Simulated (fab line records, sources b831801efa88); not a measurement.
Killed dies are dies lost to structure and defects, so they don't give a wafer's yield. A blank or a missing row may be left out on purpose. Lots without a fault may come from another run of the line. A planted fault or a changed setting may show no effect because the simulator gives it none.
One fault seen from 2 desks | flow sky130 | each desk has only its own numbers; what lay behind them comes last

THE TOOL OWNER'S DESK: pvd_sputter-01
The tool's own readings at SKY_LI_CONTACT_SPUTTER_20 (material TiN, target thk 20 nm, time 80 s): means of the sampled wafers that have a number, for each lot that ran on this tool. A lot is out of limits, marked OUT, if its mean lies more than 4 standard deviations from the usual mean; the brackets give that distance.
Columns: A = chamber_pressure_pa at SKY_LI_CONTACT_SPUTTER_20, usual 4.999 Pa; B = throttle_valve_pct at SKY_LI_CONTACT_SPUTTER_20, usual 29.7 %
lot  | first seen here | A               | B
L894 | day 33 01:00    | 4.755 (-25) OUT | 30.2
L895 | day 33 08:35    | 4.754 (-25) OUT | 30.4
L903 | day 35 19:52    | 4.995           | 28.3
L904 | day 36 07:02    | 5.000           | 28.5
This desk's finding: out of limits on L894, L895; first on L894, day 33 01:00 (chamber_pressure_pa at SKY_LI_CONTACT_SPUTTER_20). In limits: L903, L904.

THE METROLOGY DESK
What the gauges read, lot by lot, whatever tool the lot ran on: means of the sampled wafers that have a number. A lot is out of limits, marked OUT, if its mean lies more than 4 standard deviations from the usual mean; the brackets give that distance.
Columns: A = cd_nm at SKY_LI_CONTACT_CD_MEAS_12, usual 169.6 nm; B = LI_CONTACT_OVL at SKY_LI_CONTACT_OVL_MEAS_13, usual 0 nm
lot  | first seen here | A     | B
L894 | day 33 00:21    | 173.3 | 5
L895 | day 33 07:56    | 170.1 | -11
L897 | day 33 23:13    | 170.7 | -2
L898 | day 34 13:53    | 168.5 | -3
L903 | day 35 19:13    | 169.4 | -5
L904 | day 36 06:24    | 170.0 | 0
This desk's finding: nothing out of limits on any of the 6 lots.

PUT TOGETHER
The tool owner's desk could have raised an alarm at day 33 01:00, on L894, L895.
The metrology desk saw nothing out of limits.
The metrology desk has L894, L895 on record, within its limits.
Of the lots named, all ran SKY_LI_CONTACT_SPUTTER_20 on pvd_sputter-01.

WHAT THE SIMULATOR HAD PUT IN
Process parameter drift: pvd_sputter-01, from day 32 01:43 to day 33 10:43, at SKY_LI_CONTACT_SPUTTER_20. Setting chamber_pressure_pa, moved by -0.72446, from 5. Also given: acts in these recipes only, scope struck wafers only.
Lots struck among those shown: L894, L895.
Hours from the fault's start to each desk's first reading out of limits: the tool owner's desk, 23.
